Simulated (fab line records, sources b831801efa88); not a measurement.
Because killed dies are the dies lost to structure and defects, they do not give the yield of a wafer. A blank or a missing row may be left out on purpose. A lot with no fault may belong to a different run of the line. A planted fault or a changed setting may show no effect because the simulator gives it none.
A lot that was struck, set against a sound lot / flow gf180mcu / 43 out of 602 route steps
Sound: wafers L518.1, L518.2, L518.6. Struck: wafers L520.2, L520.4. (L520.3 of the same lot was not struck and is left out.) The cause comes at the end.
Per side, at each step with rows, come the tool, then ch with its chambers, and then its first start. Under that, the readings that differ: sound wafers / struck wafers / difference of the means / sigmas: that difference in standard deviations of wafers without a fault.
alike: a reading whose means differ by less than 2 such deviations, as well as words and numbers matching on both sides. not compared: withheld readings; readings where some wafer has no value; bounds like >300 that might hide an equal value; numbers whose values overlap and for which the record gives no deviation.
The two part at a step that has a row with sigmas, a row that says differs or no value, or rows on one side only. Numbers that don't overlap but have no deviation are shown without sigmas and don't part them. A reading missing from all wafers of one side parts the sides only when that side holds two or more wafers.

GF_VT_IMPLANT_RS_MEAS_49: measures by four-point-probe.
  sound on film_metro-03 at day 10 02:43; struck on film_metro-03 at day 10 18:25
  alike: MVPSD_RS
then, 4 steps without rows for these wafers: GF_VT_IMPLANT_WET_ETCH_50 (etches SiO2 in dHF, target depth 20 nm, time 400 s); GF_DUAL_GATE_CLEAN_00 (cleans in SC1/SC2, time 150 s); GF_DUAL_GATE_CLEAN_01 (cleans in dHF, time 20 s); GF_DUAL_GATE_OXIDATION_02 (stabilise 600 s, purge 300 s, target thk 10.887 nm).
GF_DUAL_GATE_THK_MEAS_03:
  sound on film_metro-03 at day 10 04:38; struck on film_metro-02 at day 10 20:13
  alike: DUAL_GATE_OXIDATION_00_THK
then, 6 steps without rows for these wafers: GF_DUAL_GATE_DEHYDRATE_04 (time 60 s); GF_DUAL_GATE_HMDS_05 (prime time 60 s); GF_DUAL_GATE_COAT_06 (resist thk 1000 nm); GF_DUAL_GATE_SOFTBAKE_07 (time 60 s); GF_DUAL_GATE_EXPOSE_08 (exposes mask Dualgate, target cd 700 nm); GF_DUAL_GATE_PEB_09.
GF_DUAL_GATE_DEVELOP_10: develop time 60 s.
  sound on litho_track-03 ch 0, day 10 22:56; struck on litho_track-03 ch 0, day 11 14:45
  alike: resist_line_temp_C
GF_DUAL_GATE_OVL_MEAS_11:
  sound on overlay-01 at day 10 23:05; struck on overlay-01 at day 11 14:53
  alike: DUAL_GATE_OVL
then, 1 step without rows for these wafers: GF_DUAL_GATE_WET_ETCH_12 (etches SiO2 in dHF, target depth 13 nm, time 260 s).
GF_DUAL_GATE_STRIP_13: strips in O2/N2.
  sound on plasma_asher-03 ch 0,1, day 10 23:12; struck on plasma_asher-03 ch 0, day 11 15:00
  alike: drypump_motor_current_A, heater_power_w, oes_product_au, strip_time_to_endpoint_s
  not compared: rf_hours_counter_h
then, 3 steps without rows for these wafers: GF_DUAL_GATE_CLEAN_14 (cleans in SC1/SC2, time 150 s); GF_DUAL_GATE_OXIDATION_15 (stabilise 600 s, purge 300 s, target thk 7.098 nm); GF_POLY_GATE_CVD_00 (deposits poly-Si, target thk 200 nm, time 1200 s).
GF_POLY_GATE_THK_MEAS_01:
  sound on film_metro-01 at day 11 02:43; struck on film_metro-01 at day 11 18:34
  alike: POLY_GATE_CVD_00_THK
then, 8 steps without rows for these wafers: GF_POLY_GATE_DEHYDRATE_02 (time 60 s); GF_POLY_GATE_HMDS_03 (prime time 60 s); GF_POLY_GATE_COAT_04; GF_POLY_GATE_COAT_05 (resist thk 700 nm); GF_POLY_GATE_SOFTBAKE_06 (time 60 s); GF_POLY_GATE_EXPOSE_07 (exposes mask Poly2, target cd 280 nm); GF_POLY_GATE_PEB_08 (peb time 90 s); GF_POLY_GATE_DEVELOP_09 (develop time 60 s).
GF_POLY_GATE_CD_MEAS_10: target cd 280 nm.
  sound on cd_sem-02 at day 11 21:02; struck on cd_sem-01 at day 12 13:28
  alike: cd_nm
GF_POLY_GATE_OVL_MEAS_11:
  sound on overlay-02 at day 11 21:09; struck on overlay-01 at day 12 13:34
  alike: POLY_GATE_OVL
GF_POLY_GATE_ETCH_12: etches BARC in N2/H2.
  sound on rie_diel-04 ch 0,3, day 11 21:11; struck on rie_diel-02 ch 0,3, day 12 13:36
  alike: drypump_motor_current_A, oes_product_au, throttle_valve_pct
GF_POLY_GATE_ETCH_13: etches poly-Si in HBr/Cl2, stops on SiO2, target depth 198.5 nm, time 69.6 s.
  sound on rie_si-02 ch 0,1, day 11 21:14; struck on rie_si-02 ch 0,2, day 12 13:39
  alike: drypump_motor_current_A, oes_product_au, throttle_valve_pct
  not compared: rf_hours_counter_h
GF_POLY_GATE_STRIP_14: strips in O2/N2.
  sound on plasma_asher-02 ch 0,1, day 11 21:17; struck on plasma_asher-03 ch 1, day 12 13:43
  alike: drypump_motor_current_A, heater_power_w, oes_product_au
  not compared: rf_hours_counter_h
then, 2 steps without rows for these wafers: GF_POLY_GATE_CLEAN_15 (cleans in SC1/SC2, time 150 s); GF_POLY_GATE_OXIDATION_16 (stabilise 600 s, purge 300 s, target thk 4 nm).
GF_POLY_GATE_THK_MEAS_17:
  sound on film_metro-01 at day 11 22:41; struck on film_metro-01 at day 12 15:27
  alike: POLY_GATE_OXIDATION_THK
GF_POLY_GATE_CD_MEAS_18:
  sound on cd_sem-01 at day 11 22:45; struck on cd_sem-01 at day 12 15:32
  alike: cd_nm
then, 5 steps without rows for these wafers: GF_HV_LDD_DEHYDRATE_00 (time 60 s); GF_HV_LDD_HMDS_01 (prime time 60 s); GF_HV_LDD_COAT_02 (resist thk 1000 nm); GF_HV_LDD_SOFTBAKE_03 (time 60 s); GF_HV_LDD_EXPOSE_04 (exposes mask Nplus LV AREA, target cd 400 nm).
-- record jumps: 20 days separate the struck wafers' starts on either side; left off in module HV_LDD, taken up again in module PASSIVATION, whose first shown step is the route's number 602 --
GF_PASSIVATION_PROBE_99:
  rows exist in the record for the struck wafers here (prober-01, day 32 07:58), but not for the sound ones

WHERE THEY PART
At GF_PASSIVATION_PROBE_99 and nowhere else, as far as this record goes.

WHY: what the simulator had put in
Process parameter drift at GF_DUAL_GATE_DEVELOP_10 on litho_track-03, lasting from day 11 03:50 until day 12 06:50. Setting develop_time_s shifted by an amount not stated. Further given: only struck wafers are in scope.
